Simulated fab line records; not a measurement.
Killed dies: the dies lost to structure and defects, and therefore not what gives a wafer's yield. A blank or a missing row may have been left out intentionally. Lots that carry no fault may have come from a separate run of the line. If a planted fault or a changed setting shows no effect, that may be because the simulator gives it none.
Which of the tools did it? | flow sfq line | 7 lots, 21 wafers sampled, at 2 steps of a route of 325

## WHAT EACH GAUGE READ, for each wafer
SFQ_I4_OVL_MEAS_928.
lot  | measured     | on         | I4_OVL (nm)
L140 | day 49 20:10 | overlay-02 | -7 0 1
L142 | day 50 16:41 | overlay-02 | -4 -11 -2
L152 | day 60 10:33 | overlay-02 | -6 -10 -9
L156 | day 61 02:08 | overlay-01 | -6 0 -8
L158 | day 61 08:09 | overlay-02 | -4 1 -4
L160 | day 61 15:20 | overlay-02 | -8 -8 -8
L162 | day 63 15:49 | overlay-02 | 8 10 -3

## TOOL THAT RAN EACH LOT (tool first, then ch and the chambers of the sampled wafers, then the start)
lot  | SFQ_TRILAYER_I4_METRO_MEASURE_101
L140 | film metro-03, day 49 16:43
L142 | film metro-03, day 50 13:07
L152 | film metro-04, day 54 17:58
L156 | film metro-04, day 55 12:29
L158 | film metro-04, day 55 20:01
L160 | film metro-04, day 56 06:51
L162 | film metro-02, day 58 01:38
- SFQ_TRILAYER_I4_METRO_MEASURE_101

## THE ANSWER, worked out from the rows above alone
Rule: usual is defined by the lots themselves. Put in order of their means at a reading, lots are off if they are a third of the lots or fewer, leave a main group of 4 or more, and stand apart from it by a gap of 3 or more times the standard deviation of the main group's means; of several such gaps the widest counts. Not used: any main group whose means are identical at the precision the tables above print for the reading. Also off: a lot with no number at a reading for which 4 or more lots have one. All remaining lots with rows at the step are treated as sound.
None of the lots is off at any reading shown; this tells nothing.

## WHAT THE SIMULATOR PUT IN
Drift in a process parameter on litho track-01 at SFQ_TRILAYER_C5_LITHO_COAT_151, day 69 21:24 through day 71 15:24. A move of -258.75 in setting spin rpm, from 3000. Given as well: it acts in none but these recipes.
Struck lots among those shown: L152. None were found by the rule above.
